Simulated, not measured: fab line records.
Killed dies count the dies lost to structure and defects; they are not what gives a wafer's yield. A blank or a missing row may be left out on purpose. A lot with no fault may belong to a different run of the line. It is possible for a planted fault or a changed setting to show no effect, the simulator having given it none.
fab line records ; flow sky130
record lots=13; wafers=39; lastDay=50
route steps=708 shown DNWELL@44 VT_ADJUST_LVTN@115 VT_ADJUST_HVTR@142 PAD_OPEN@708
lots that met no fault: from a run of the same line without faults
startH: hours from the record's opening day to when the first of the lot's shown wafers began ; waitH: hours elapsed since this lot's preceding step ; " the same as in the row above ; L1.1+2: several wafers, shown together as one row ; - no value present, or no start provided ; * or withheld: withheld ; < > ~ a bound
route shown NAME@n: NAME is a module with steps in the file, n the number in the route of the first one ; usual: average and standard deviation across the fault-free wafers ; same: alike in all rows ; chamber/n: place in a boat ; sites: per-site readings ; _std_site: standard deviation across them ; _edge_site: outer sites' mean less inner sites' ; radiusMm: how far each site lies from the wafer's centre ; mask NAME#n: copy n ; behind: the most recent tool/chamber to have shaped the wafer ; hold: reason for holding the lot/hours on hold/outcome of the hold ; device: names the non-switching transistor (n, p or np) ; end of line: tests of these same wafers at the route's end ; step lacking rows: just its recipe ; killed: dies that structure and defects cost at the first sort, which is not the same as the wafer's yield ; map: dies across one wafer; x = killed, . = not, _ = none there
set.NAME: the setting as run; set.NAME@STEP: as run at that earlier step ; model.NAME: the simulator's own value behind a step, which no gauge read
route steps across a sampled set of lots; one table per step, one row per wafer
services: when a tool's chamber went out of use (startH, in hours from the record's first day, below 0 if earlier), for how many hours, and the reason
## steps
# step SKY_DNWELL_TW_MEAS_09
# usual DNWELL_TW=1112/12
lot.wafer;tool;chamber;startH;waitH;DNWELL_TW
L321.1;filmMetro-02;-;63.51;0.1;1107
L321.4;filmMetro-02;-;63.51;0.1;1109
L321.5;filmMetro-02;-;63.51;0.1;1109
L322.1;filmMetro-02;-;72.76;0.1;1118
L322.2;filmMetro-02;-;72.76;0.1;1117
L322.3;filmMetro-02;-;72.76;0.1;1118
L323.1;filmMetro-02;-;79.16;0.1;1114
L323.3;filmMetro-02;-;79.16;0.1;1117
L323.6;filmMetro-02;-;79.16;0.1;1111
L325.2;filmMetro-02;-;86.32;0.1;1119
L325.5;filmMetro-02;-;86.32;0.1;1117
L325.6;filmMetro-02;-;86.32;0.1;1112
L327.1;filmMetro-03;-;97.82;0.1;1135
L327.2;filmMetro-03;-;97.82;0.1;1134
L327.3;filmMetro-03;-;97.82;0.1;1134
L328.1;filmMetro-02;-;102.42;0.1;1109
L328.4;filmMetro-02;-;102.42;0.1;1111
L328.5;filmMetro-02;-;102.42;0.1;1102
L330.3;filmMetro-04;-;112.42;0.1;1099
L330.4;filmMetro-04;-;112.42;0.1;1092
L330.5;filmMetro-04;-;112.42;0.1;1096
L337.2;filmMetro-03;-;147.97;0.1;1121
L337.3;filmMetro-03;-;147.97;0.1;1115
L337.4;filmMetro-03;-;147.97;0.1;1113
L338.1;filmMetro-04;-;158.21;0.1;1101
L338.4;filmMetro-04;-;158.21;0.1;1099
L338.5;filmMetro-04;-;158.21;0.1;1097
L340.2;filmMetro-04;-;175.26;0.1;1093
L340.5;filmMetro-04;-;175.26;0.1;1092
L340.6;filmMetro-04;-;175.26;0.1;1093
L339.1;filmMetro-04;-;175.60;0.1;1096
L339.4;filmMetro-04;-;175.60;0.1;1092
L339.5;filmMetro-04;-;175.60;0.1;1102
L341.1;filmMetro-02;-;175.66;0.1;1114
L341.3;filmMetro-02;-;175.66;0.1;1109
L341.5;filmMetro-02;-;175.66;0.1;1116
L342.2;filmMetro-03;-;180.96;0.1;1119
L342.3;filmMetro-03;-;180.96;0.1;1116
L342.5;filmMetro-03;-;180.96;0.1;1118
# step SKY_VT_ADJUST_LVTN_OVL_MEAS_18
# usual VT_ADJUST_LVTN_01_OVL=0.0/1.5
lot.wafer;tool;chamber;startH;waitH;VT_ADJUST_LVTN_01_OVL[nm]
L321.1;overlay-02;-;173.61;0.1;-0.3
L321.4;overlay-02;-;173.61;0.1;-1.5
L321.5;overlay-02;-;173.61;0.1;0.7
L322.1;overlay-01;-;190.96;0.1;0.5
L322.2;overlay-01;-;190.96;0.1;-0.2
L322.3;overlay-01;-;190.96;0.1;-0.2
L323.1;overlay-02;-;194.91;0.1;-0.6
L323.3;overlay-02;-;194.91;0.1;0.0
L323.6;overlay-02;-;194.91;0.1;0.2
L325.2;overlay-01;-;203.12;0.1;-0.5
L325.5;overlay-01;-;203.12;0.1;-1.0
L325.6;overlay-01;-;203.12;0.1;0.4
L327.1;overlay-02;-;217.61;0.1;-1.9
L327.2;overlay-02;-;217.61;0.1;-2.8
L327.3;overlay-02;-;217.61;0.1;-1.7
L328.1;overlay-01;-;221.21;0.1;2.0
L328.4;overlay-01;-;221.21;0.1;0.1
L328.5;overlay-01;-;221.21;0.1;0.0
L330.3;overlay-02;-;234.98;0.1;1.2
L330.4;overlay-02;-;234.98;0.1;0.6
L330.5;overlay-02;-;234.98;0.1;3.2
L337.2;overlay-02;-;278.37;0.1;2.0
L337.3;overlay-02;-;278.37;0.1;2.2
L337.4;overlay-02;-;278.37;0.1;3.6
L338.1;overlay-02;-;294.06;0.1;-1.0
L338.4;overlay-02;-;294.06;0.1;-1.3
L338.5;overlay-02;-;294.06;0.1;0.3
L340.2;overlay-02;-;311.42;0.1;1.0
L340.5;overlay-02;-;311.42;0.1;-0.1
L340.6;overlay-02;-;311.42;0.1;2.2
L339.1;overlay-01;-;313.50;0.1;-2.1
L339.4;overlay-01;-;313.50;0.1;-0.1
L339.5;overlay-01;-;313.50;0.1;-2.1
L341.1;overlay-02;-;314.86;0.1;0.5
L341.3;overlay-02;-;314.86;0.1;-0.2
L341.5;overlay-02;-;314.86;0.1;-0.9
L342.2;overlay-01;-;319.82;0.1;-0.5
L342.3;overlay-01;-;319.82;0.1;-2.3
L342.5;overlay-01;-;319.82;0.1;-1.6
# step SKY_VT_ADJUST_LVTN_IMPLANT_19
# recipe species=B; energyKev=30; doseCm2=6.5e+11; tiltDeg=withheld
# usual beamOnS=10.03/0.2; doseIonsCm2=6.499e+11/7e+08; faradayCurrentUA=3.65/0.074
lot.wafer;tool;chamber;startH;waitH;beamOnS;doseIonsCm2;faradayCurrentUA
L321.1;implanter-04;0;173.65;0.0;10.03;6.5e+11;3.65
L321.4;implanter-04;0;173.65;0.0;10.19;6.501e+11;3.59
L321.5;implanter-04;0;173.65;0.0;10.38;6.489e+11;3.55
L322.1;implanter-04;0;191.00;0.0;10.14;6.505e+11;3.59
L322.2;implanter-04;0;191.00;0.0;9.84;6.493e+11;3.72
L322.3;implanter-04;0;191.00;0.0;10.14;6.512e+11;3.62
L323.1;implanter-02;0;194.95;0.0;10.03;6.502e+11;3.66
L323.3;implanter-02;0;194.95;0.0;9.77;6.498e+11;3.74
L323.6;implanter-02;0;194.95;0.0;9.69;6.498e+11;3.77
L325.2;implanter-01;0;203.17;0.0;9.96;6.5e+11;3.65
L325.5;implanter-01;0;203.17;0.0;10.22;6.501e+11;3.60
L325.6;implanter-01;0;203.17;0.0;9.86;6.496e+11;3.70
L327.1;implanter-01;0;217.65;0.0;9.88;6.504e+11;3.69
L327.2;implanter-01;0;217.65;0.0;10.17;6.509e+11;3.61
L327.3;implanter-01;0;217.65;0.0;10.09;6.508e+11;3.64
L328.1;implanter-02;0;221.25;0.0;9.88;6.492e+11;3.69
L328.4;implanter-02;0;221.25;0.0;10.15;6.483e+11;3.60
L328.5;implanter-02;0;221.25;0.0;9.77;6.492e+11;3.75
L330.3;implanter-04;0;235.06;0.1;10.04;6.502e+11;3.65
L330.4;implanter-04;0;235.06;0.1;10.03;6.501e+11;3.66
L330.5;implanter-04;0;235.06;0.1;10.11;6.498e+11;3.64
L337.2;implanter-01;0;278.42;0.0;9.99;3.374e+11;1.90
L337.3;implanter-01;0;278.42;0.0;9.95;3.369e+11;1.91
L337.4;implanter-01;0;278.42;0.0;10.06;3.375e+11;1.89
L338.1;implanter-01;0;294.10;0.0;10.24;3.361e+11;1.86
L338.4;implanter-01;0;294.10;0.0;9.92;3.355e+11;1.92
L338.5;implanter-01;0;294.10;0.0;9.81;3.355e+11;1.93
L340.2;implanter-02;0;311.47;0.0;10.23;6.497e+11;3.59
L340.5;implanter-02;0;311.47;0.0;9.95;6.502e+11;3.69
L340.6;implanter-02;0;311.47;0.0;10.23;6.507e+11;3.58
L339.1;implanter-04;0;313.54;0.0;10.02;6.5e+11;3.67
L339.4;implanter-04;0;313.54;0.0;10.11;6.497e+11;3.62
L339.5;implanter-04;0;313.54;0.0;9.93;6.505e+11;3.70
L341.1;implanter-02;0;314.90;0.0;9.84;6.501e+11;3.72
L341.3;implanter-02;0;314.90;0.0;9.77;6.51e+11;3.74
L341.5;implanter-02;0;314.90;0.0;9.96;6.498e+11;3.70
L342.2;implanter-04;0;319.87;0.0;10.19;6.495e+11;3.58
L342.3;implanter-04;0;319.87;0.0;10.06;6.502e+11;3.64
L342.5;implanter-04;0;319.87;0.0;10.25;6.49e+11;3.56
# step SKY_VT_ADJUST_LVTN_TW_MEAS_21
# usual VT_ADJUST_LVTN_2_TW=186.2/1.5
lot.wafer;tool;chamber;startH;waitH;hold;VT_ADJUST_LVTN_2_TW
L321.1;filmMetro-02;-;173.90;0.1;-;188.9
L321.4;filmMetro-02;-;173.90;0.1;-;189.2
L321.5;filmMetro-02;-;173.90;0.1;-;188.8
L322.1;filmMetro-02;-;191.25;0.1;-;188.0
L322.2;filmMetro-02;-;191.25;0.1;-;188.7
L322.3;filmMetro-02;-;191.25;0.1;-;189.5
L323.1;filmMetro-01;-;195.20;0.1;-;186.5
L323.3;filmMetro-01;-;195.20;0.1;-;186.0
L323.6;filmMetro-01;-;195.20;0.1;-;186.6
L325.2;filmMetro-04;-;203.41;0.1;-;186.5
L325.5;filmMetro-04;-;203.41;0.1;-;185.8
L325.6;filmMetro-04;-;203.41;0.1;-;186.4
L327.1;filmMetro-02;-;217.90;0.1;-;187.8
L327.2;filmMetro-02;-;217.90;0.1;-;188.6
L327.3;filmMetro-02;-;217.90;0.1;-;188.2
L328.1;filmMetro-01;-;221.50;0.1;-;185.9
L328.4;filmMetro-01;-;221.50;0.1;-;184.8
L328.5;filmMetro-01;-;221.50;0.1;-;184.9
L330.3;filmMetro-01;-;235.28;0.1;-;185.5
L330.4;filmMetro-01;-;235.28;0.1;-;186.4
L330.5;filmMetro-01;-;235.28;0.1;-;184.2
L337.2;filmMetro-04;-;278.66;0.1;awaitDispo/0.2h/release;155.0
L337.3;filmMetro-04;-;278.66;0.1;awaitDispo/0.2h/release;155.7
L337.4;filmMetro-04;-;278.66;0.1;awaitDispo/0.2h/release;154.6
L337.2;filmMetro-04;-;278.88;0.2;-;155.3
L337.3;filmMetro-04;-;278.88;0.2;-;156.4
L337.4;filmMetro-04;-;278.88;0.2;-;154.9
L338.1;filmMetro-04;-;294.35;0.1;awaitDispo/0.2h/release;155.4
L338.4;filmMetro-04;-;294.35;0.1;awaitDispo/0.2h/release;156.6
L338.5;filmMetro-04;-;294.35;0.1;awaitDispo/0.2h/release;155.9
L338.1;filmMetro-04;-;294.57;0.2;-;155.1
L338.4;filmMetro-04;-;294.57;0.2;-;155.8
L338.5;filmMetro-04;-;294.57;0.2;-;155.1
L340.2;filmMetro-01;-;311.71;0.1;-;183.9
L340.5;filmMetro-01;-;311.71;0.1;-;183.9
L340.6;filmMetro-01;-;311.71;0.1;-;184.5
L339.1;filmMetro-01;-;313.79;0.1;-;183.1
L339.4;filmMetro-01;-;313.79;0.1;-;184.4
L339.5;filmMetro-01;-;313.79;0.1;-;183.5
L341.1;filmMetro-04;-;315.15;0.1;-;186.9
L341.3;filmMetro-04;-;315.15;0.1;-;185.3
L341.5;filmMetro-04;-;315.15;0.1;-;186.0
L342.2;filmMetro-01;-;320.11;0.1;-;183.7
L342.3;filmMetro-01;-;320.11;0.1;-;184.7
L342.5;filmMetro-01;-;320.11;0.1;-;184.6
# step SKY_VT_ADJUST_HVTR_TW_MEAS_11
# usual VT_ADJUST_HVTR_TW=210.6/1.9
lot.wafer;tool;chamber;startH;waitH;VT_ADJUST_HVTR_TW
L321.1;filmMetro-04;-;214.77;0.1;208.7
L321.4;filmMetro-04;-;214.77;0.1;208.6
L321.5;filmMetro-04;-;214.77;0.1;209.1
L322.1;filmMetro-02;-;233.16;0.1;209.8
L322.2;filmMetro-02;-;233.16;0.1;210.4
L322.3;filmMetro-02;-;233.16;0.1;211.7
L323.1;filmMetro-03;-;237.62;0.1;214.0
L323.3;filmMetro-03;-;237.62;0.1;213.8
L323.6;filmMetro-03;-;237.62;0.1;214.2
L325.2;filmMetro-02;-;246.83;0.1;210.0
L325.5;filmMetro-02;-;246.83;0.1;210.5
L325.6;filmMetro-02;-;246.83;0.1;212.3
L327.1;filmMetro-04;-;263.37;0.1;208.3
L327.2;filmMetro-04;-;263.37;0.1;207.9
L327.3;filmMetro-04;-;263.37;0.1;207.8
L328.1;filmMetro-02;-;267.12;0.1;211.4
L328.4;filmMetro-02;-;267.12;0.1;211.5
L328.5;filmMetro-02;-;267.12;0.1;211.9
L330.3;filmMetro-03;-;282.59;0.1;212.4
L330.4;filmMetro-03;-;282.59;0.1;212.3
L330.5;filmMetro-03;-;282.59;0.1;213.7
L337.2;filmMetro-02;-;329.93;0.1;210.3
L337.3;filmMetro-02;-;329.93;0.1;210.5
L337.4;filmMetro-02;-;329.93;0.1;210.1
L338.1;filmMetro-02;-;345.91;0.1;210.1
L338.4;filmMetro-02;-;345.91;0.1;210.5
L338.5;filmMetro-02;-;345.91;0.1;210.4
L340.2;filmMetro-04;-;365.98;0.1;208.1
L340.5;filmMetro-04;-;365.98;0.1;208.6
L340.6;filmMetro-04;-;365.98;0.1;208.1
L339.1;filmMetro-04;-;369.07;0.1;208.3
L339.4;filmMetro-04;-;369.07;0.1;208.2
L339.5;filmMetro-04;-;369.07;0.1;207.6
L341.1;filmMetro-04;-;370.31;0.1;208.5
L341.3;filmMetro-04;-;370.31;0.1;208.6
L341.5;filmMetro-04;-;370.31;0.1;208.1
L342.2;filmMetro-02;-;375.17;0.1;209.8
L342.3;filmMetro-02;-;375.17;0.1;210.0
L342.5;filmMetro-02;-;375.17;0.1;209.8
# step SKY_PAD_OPEN_PROBE_99
# usual killed_at_M0_to_M3=43/6.6; killed_at_M4_up=3.0/1.8; killedAtContacts=24/5.1; killedAtFrontEnd=16/4.5; killedAtOther=0.3/0.67; killedDies=86/9.3; killedOpen=47/6.9; killedShort=39/6.6
# same grossDies=492; killedAtBackSide=0
lot.wafer;tool;chamber;startH;waitH;killed_at_M0_to_M3;killed_at_M4_up;killedAtContacts;killedAtFrontEnd;killedAtOther;killedDies;killedOpen;killedShort
L321.1;prober-02;-;1081.23;0.1;44;5;25;8;0;82;54;26
L321.4;prober-02;-;1081.38;0.2;40;2;17;19;0;78;38;38
L321.5;prober-02;-;1081.43;0.2;46;3;20;15;1;85;47;38
L322.1;prober-01;-;1095.39;0.1;34;2;24;18;1;79;48;31
L322.2;prober-01;-;1095.44;0.1;50;0;23;12;2;87;49;35
L322.3;prober-01;-;1095.49;0.2;43;6;25;20;1;95;54;39
L323.1;prober-02;-;1103.62;0.1;39;6;24;14;1;84;42;41
L323.3;prober-02;-;1103.72;0.2;40;6;17;14;0;77;41;35
L323.6;prober-02;-;1103.87;0.2;32;2;29;22;4;89;43;43
L325.2;prober-02;-;1108.08;0.1;41;2;20;15;2;80;39;41
L325.5;prober-02;-;1108.23;0.2;50;4;17;17;0;88;46;41
L325.6;prober-02;-;1108.28;0.2;47;3;27;14;0;91;54;37
L327.1;prober-02;-;1118.59;0.1;34;6;18;15;0;73;37;36
L327.2;prober-02;-;1118.64;0.1;38;5;33;25;0;101;47;54
L327.3;prober-02;-;1118.69;0.2;52;1;20;11;0;84;39;45
L328.1;prober-01;-;1126.96;0.1;37;2;35;9;0;83;49;33
L328.4;prober-01;-;1127.11;0.2;38;3;25;17;1;84;42;42
L328.5;prober-01;-;1127.16;0.2;45;1;26;15;0;87;46;41
L330.3;prober-01;-;1137.45;0.2;54;2;20;13;0;89;49;40
L330.4;prober-01;-;1137.50;0.2;44;2;23;11;0;80;48;31
L337.2;prober-02;-;1175.03;0.1;57;4;26;15;0;102;53;49
L337.3;prober-02;-;1175.08;0.2;31;5;25;22;0;83;38;45
L337.4;prober-02;-;1175.13;0.2;34;3;23;7;0;67;34;33
L338.1;prober-01;-;1188.73;0.1;39;0;22;21;0;82;47;35
L338.4;prober-01;-;1188.88;0.2;40;5;21;17;1;84;49;35
L338.5;prober-01;-;1188.93;0.2;41;6;21;21;1;90;57;33
L340.2;prober-02;-;1192.48;0.1;40;5;26;9;3;83;44;39
L340.5;prober-02;-;1192.63;0.2;49;2;24;9;0;84;46;38
L340.6;prober-02;-;1192.68;0.2;40;2;19;17;1;79;44;34
L341.1;prober-01;-;1193.39;0.1;48;2;23;12;0;85;51;34
L341.3;prober-01;-;1193.49;0.2;49;4;23;21;0;97;41;53
L341.5;prober-01;-;1193.59;0.2;54;1;16;27;2;100;58;42
L339.1;prober-02;-;1195.13;0.1;46;2;22;24;0;94;58;35
L339.4;prober-02;-;1195.28;0.2;41;1;20;19;0;81;29;51
L339.5;prober-02;-;1195.33;0.2;42;0;22;16;0;80;41;39
L342.5;prober-02;-;1198.10;0.2;40;2;33;13;0;88;45;43
# killed by level:class
L321.1 CONTACT:geometricParticle:open=10 VIA2:geometricParticle:open=9 VIA3:geometricParticle:open=9 VIA1:geometricParticle:open=8 LI_CONTACT:geometricParticle:open=6 LOCAL_INTERCONNECT:geometricParticle:short=6 FIELD_ISO:geometricParticle:open=3 VIA1:geometricParticle:short=3
L321.4 VIA1:geometricParticle:open=8 FIELD_ISO:geometricParticle:short=7 VIA3:geometricParticle:open=6 FIELD_ISO:geometricParticle:open=5 LI_CONTACT:geometricParticle:open=5 VIA2:geometricParticle:open=5 VIA3:geometricParticle:short=5 CONTACT:geometricParticle:open=4
L321.5 VIA1:geometricParticle:open=16 METAL1:geometricParticle:short=8 LI_CONTACT:geometricParticle:open=7 VIA2:geometricParticle:open=6 FIELD_ISO:geometricParticle:open=5 CONTACT:geometricParticle:open=5 METAL2:geometricParticle:short=5 FIELD_ISO:geometricParticle:short=3
L322.1 CONTACT:geometricParticle:open=13 VIA1:geometricParticle:open=8 POLY_GATE:geometricParticle:open=6 VIA2:geometricParticle:open=6 METAL1:geometricParticle:short=5 FIELD_ISO:geometricParticle:short=4 LI_CONTACT:geometricParticle:open=4 VIA3:geometricParticle:open=4
L322.2 VIA1:geometricParticle:open=14 CONTACT:geometricParticle:open=10 VIA2:geometricParticle:open=9 LI_CONTACT:geometricParticle:open=7 METAL1:geometricParticle:short=7 VIA1:geometricParticle:short=6 VIA3:geometricParticle:open=5 FIELD_ISO:geometricParticle:short=4
L322.3 CONTACT:geometricParticle:open=10 VIA1:geometricParticle:open=10 CONTACT:geometricParticle:short=8 METAL1:geometricParticle:short=8 POLY_GATE:geometricParticle:open=7 FIELD_ISO:geometricParticle:open=6 VIA3:geometricParticle:open=6 METAL4:geometricParticle:short=5
L323.1 LI_CONTACT:geometricParticle:open=9 VIA1:geometricParticle:open=9 CONTACT:geometricParticle:open=7 METAL2:geometricParticle:short=7 METAL4:geometricParticle:short=5 POLY_GATE:geometricParticle:open=4 POLY_GATE:geometricParticle:short=4 METAL1:geometricParticle:short=4
L323.3 VIA1:geometricParticle:open=10 METAL1:geometricParticle:short=8 CONTACT:geometricParticle:open=8 FIELD_ISO:geometricParticle:short=7 VIA3:geometricParticle:open=5 POLY_GATE:geometricParticle:open=4 LOCAL_INTERCONNECT:geometricParticle:short=4 VIA2:geometricParticle:open=4
L323.6 LI_CONTACT:geometricParticle:open=8 CONTACT:geometricParticle:open=8 LOCAL_INTERCONNECT:geometricParticle:short=7 FIELD_ISO:geometricParticle:open=6 FIELD_ISO:geometricParticle:short=6 VIA2:geometricParticle:short=6 CONTACT:geometricParticle:short=5 POLY_GATE:geometricParticle:open=4
L325.2 CONTACT:geometricParticle:open=9 VIA2:geometricParticle:open=9 METAL1:geometricParticle:short=6 VIA1:geometricParticle:open=6 POLY_GATE:geometricParticle:short=5 LI_CONTACT:geometricParticle:open=4 METAL2:geometricParticle:short=4 VIA1:geometricParticle:short=4
L325.5 VIA1:geometricParticle:open=13 VIA3:geometricParticle:open=8 POLY_GATE:geometricParticle:short=6 CONTACT:geometricParticle:open=6 VIA1:geometricParticle:short=6 VIA2:geometricParticle:open=6 METAL1:geometricParticle:short=5 CONTACT:geometricParticle:short=5
L325.6 VIA1:geometricParticle:open=10 CONTACT:geometricParticle:open=8 VIA3:geometricParticle:open=8 LI_CONTACT:geometricParticle:open=6 CONTACT:geometricParticle:short=5 VIA2:geometricParticle:open=5 METAL3:geometricParticle:short=5 FIELD_ISO:geometricParticle:open=4
L327.1 VIA1:geometricParticle:open=7 CONTACT:geometricParticle:open=6 VIA3:geometricParticle:short=6 FIELD_ISO:geometricParticle:short=5 VIA2:geometricParticle:open=5 METAL4:geometricParticle:short=5 FIELD_ISO:geometricParticle:open=4 LI_CONTACT:geometricParticle:short=4
L327.2 CONTACT:geometricParticle:open=11 LI_CONTACT:geometricParticle:open=8 CONTACT:geometricParticle:short=7 METAL2:geometricParticle:short=7 FIELD_ISO:geometricParticle:open=6 POLY_GATE:geometricParticle:short=6 VIA1:geometricParticle:short=6 VIA2:geometricParticle:open=6
L327.3 VIA1:geometricParticle:open=10 CONTACT:geometricParticle:short=6 VIA2:geometricParticle:open=6 VIA1:geometricParticle:short=6 METAL2:geometricParticle:short=6 METAL3:geometricParticle:short=6 VIA3:geometricParticle:open=5 LI_CONTACT:geometricParticle:open=4
L328.1 LI_CONTACT:geometricParticle:open=12 CONTACT:geometricParticle:open=9 METAL1:geometricParticle:short=8 VIA1:geometricParticle:open=8 VIA2:geometricParticle:open=6 CONTACT:geometricParticle:short=5 FIELD_ISO:geometricParticle:open=4 LOCAL_INTERCONNECT:geometricParticle:short=4
L328.4 VIA1:geometricParticle:open=9 FIELD_ISO:geometricParticle:short=8 CONTACT:geometricParticle:open=6 LI_CONTACT:geometricParticle:short=5 LOCAL_INTERCONNECT:geometricParticle:short=5 VIA1:geometricParticle:short=5 METAL2:geometricParticle:short=5 VIA2:geometricParticle:open=5
L328.5 VIA1:geometricParticle:open=11 LI_CONTACT:geometricParticle:open=8 CONTACT:geometricParticle:open=8 FIELD_ISO:geometricParticle:short=5 METAL2:geometricParticle:open=5 CONTACT:geometricParticle:short=5 METAL2:geometricParticle:short=5 POLY_GATE:geometricParticle:short=4
L330.3 CONTACT:geometricParticle:open=12 VIA1:geometricParticle:open=11 VIA2:geometricParticle:open=11 METAL2:geometricParticle:short=8 VIA1:geometricParticle:short=7 VIA3:geometricParticle:open=6 FIELD_ISO:geometricParticle:short=4 LI_CONTACT:geometricParticle:short=3
L330.4 CONTACT:geometricParticle:open=11 VIA1:geometricParticle:open=10 METAL2:geometricParticle:short=9 VIA2:geometricParticle:open=9 LI_CONTACT:geometricParticle:open=7 FIELD_ISO:geometricParticle:open=3 LI_CONTACT:geometricParticle:short=3 VIA2:geometricParticle:short=3
L337.2 VIA1:geometricParticle:open=16 CONTACT:geometricParticle:open=9 VIA3:geometricParticle:open=8 METAL1:geometricParticle:short=7 METAL2:geometricParticle:short=6 LI_CONTACT:geometricParticle:open=5 CONTACT:geometricParticle:short=5 METAL3:geometricParticle:short=5
L337.3 POLY_GATE:geometricParticle:short=8 VIA1:geometricParticle:open=8 LI_CONTACT:geometricParticle:open=7 CONTACT:geometricParticle:short=5 CONTACT:geometricParticle:open=5 METAL1:geometricParticle:short=5 FIELD_ISO:geometricParticle:short=4 LI_CONTACT:geometricParticle:short=4
L337.4 LI_CONTACT:geometricParticle:open=7 CONTACT:geometricParticle:short=6 VIA2:geometricParticle:open=6 LOCAL_INTERCONNECT:geometricParticle:short=5 VIA3:geometricParticle:open=5 METAL1:geometricParticle:short=5 VIA1:geometricParticle:open=5 CONTACT:geometricParticle:open=4
L338.1 LI_CONTACT:geometricParticle:open=8 VIA1:geometricParticle:open=8 CONTACT:geometricParticle:open=7 VIA1:geometricParticle:short=6 FIELD_ISO:geometricParticle:open=5 POLY_GATE:geometricParticle:short=5 POLY_GATE:geometricParticle:open=5 METAL1:geometricParticle:short=4
L338.4 VIA1:geometricParticle:open=11 CONTACT:geometricParticle:open=8 VIA2:geometricParticle:open=7 VIA3:geometricParticle:open=6 FIELD_ISO:geometricParticle:short=5 METAL2:geometricParticle:short=5 LOCAL_INTERCONNECT:geometricParticle:short=5 METAL3:geometricParticle:short=5
L338.5 VIA1:geometricParticle:open=14 VIA2:geometricParticle:open=10 POLY_GATE:geometricParticle:open=7 LOCAL_INTERCONNECT:geometricParticle:short=6 CONTACT:geometricParticle:open=6 CONTACT:geometricParticle:short=5 VIA2:geometricParticle:short=5 VIA3:geometricParticle:open=5
L340.2 CONTACT:geometricParticle:open=9 LI_CONTACT:geometricParticle:open=8 VIA1:geometricParticle:open=8 VIA3:geometricParticle:open=6 VIA2:geometricParticle:short=5 VIA2:geometricParticle:open=5 METAL4:geometricParticle:short=5 METAL1:geometricParticle:short=4
L340.5 VIA3:geometricParticle:open=16 VIA1:geometricParticle:open=9 VIA3:geometricParticle:short=8 LOCAL_INTERCONNECT:geometricParticle:short=6 CONTACT:geometricParticle:open=6 CONTACT:geometricParticle:short=5 VIA1:geometricParticle:short=4 LI_CONTACT:geometricParticle:short=3
L340.6 VIA1:geometricParticle:open=11 CONTACT:geometricParticle:open=8 FIELD_ISO:geometricParticle:short=6 VIA2:geometricParticle:open=5 POLY_GATE:geometricParticle:short=4 LI_CONTACT:geometricParticle:short=4 VIA3:geometricParticle:open=4 LI_CONTACT:geometricParticle:open=3
L341.1 VIA1:geometricParticle:open=13 CONTACT:geometricParticle:open=12 METAL2:geometricParticle:short=6 LI_CONTACT:geometricParticle:open=6 VIA3:geometricParticle:open=5 VIA1:geometricParticle:short=5 METAL3:geometricParticle:short=5 FIELD_ISO:geometricParticle:open=4
L341.3 METAL2:geometricParticle:short=10 VIA1:geometricParticle:open=8 CONTACT:geometricParticle:open=6 VIA3:geometricParticle:open=6 VIA2:geometricParticle:open=6 POLY_GATE:geometricParticle:open=5 VIA2:geometricParticle:short=5 LI_CONTACT:geometricParticle:short=5
L341.5 VIA3:geometricParticle:open=11 VIA2:geometricParticle:open=10 VIA1:geometricParticle:open=10 VIA3:geometricParticle:short=8 FIELD_ISO:geometricParticle:open=6 POLY_GATE:geometricParticle:short=6 POLY_GATE:geometricParticle:open=5 LI_CONTACT:geometricParticle:open=5
L339.1 CONTACT:geometricParticle:open=13 VIA2:geometricParticle:open=10 VIA1:geometricParticle:open=8 FIELD_ISO:geometricParticle:open=7 POLY_GATE:geometricParticle:open=7 METAL2:geometricParticle:short=7 FIELD_ISO:geometricParticle:short=6 VIA1:geometricParticle:short=5
L339.4 METAL2:geometricParticle:short=13 VIA2:geometricParticle:open=8 LOCAL_INTERCONNECT:geometricParticle:short=7 FIELD_ISO:geometricParticle:short=6 CONTACT:geometricParticle:short=6 METAL1:geometricParticle:short=5 POLY_GATE:geometricParticle:open=4 CONTACT:geometricParticle:open=4
L339.5 CONTACT:geometricParticle:open=10 VIA1:geometricParticle:short=6 VIA2:geometricParticle:short=6 VIA1:geometricParticle:open=5 VIA3:geometricParticle:open=5 FIELD_ISO:geometricParticle:open=4 LI_CONTACT:geometricParticle:open=4 LI_CONTACT:geometricParticle:short=4
L342.5 CONTACT:geometricParticle:open=11 CONTACT:geometricParticle:short=8 VIA1:geometricParticle:open=6 LI_CONTACT:geometricParticle:open=6 LOCAL_INTERCONNECT:geometricParticle:short=5 METAL1:geometricParticle:open=5 VIA1:geometricParticle:short=5 VIA2:geometricParticle:short=5
## services
tool;chamber;startH;hours;kind
implanter-04;-;163.33;6.6;repair
implanter-01;-;173.35;1.2;repair
implanter-01;-;178.95;2.5;pm
implanter-02;-;187.09;4.0;repair
implanter-01;-;196.99;2.3;repair
implanter-01;-;197.79;4.5;repair
implanter-02;-;243.47;4.9;pm
implanter-04;-;260.19;10.4;repair
implanter-04;-;273.54;7.1;pm
implanter-02;-;284.78;3.5;repair
## key
firstSign step=SKY_VT_ADJUST_LVTN_IMPLANT_19; reading=doseIonsCm2; direction=down; sigmas=99+; usual=*; struck=*
effect step=SKY_VT_ADJUST_LVTN_IMPLANT_19; reading=faradayCurrentUA; direction=down; sigmas=24; usual=3.65; struck=1.90
effect step=SKY_VT_ADJUST_LVTN_TW_MEAS_21; reading=visit; direction=added
effect step=SKY_VT_ADJUST_LVTN_TW_MEAS_21; reading=VT_ADJUST_LVTN_2_TW; direction=down; sigmas=20; usual=186.2; struck=155.5
metAt SKY_VT_ADJUST_LVTN_IMPLANT_19
struckLots L337,L338
testerLeftOut L337,L338
notActingAt SKY_DNWELL_TW_MEAS_09,SKY_VT_ADJUST_LVTN_OVL_MEAS_18,SKY_VT_ADJUST_HVTR_TW_MEAS_11
onsetBetween 217.65 278.42
fault kind=processParameterDrift; tool=implanter-01; chamber=-; onsetH=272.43; steps=SKY_VT_ADJUST_LVTN_IMPLANT_19; channel=doseCm2; offset=*; shape=step; endH=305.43; actsIn=*; stated=*
# testerLeftOut: of these lots the tester's yield and bins aren't shown, on N5 and GAA mostly nor the transistor test; their killed dies are dies lost to structure and defects alone, not to doping, threshold or leakage, so they don't give the yield
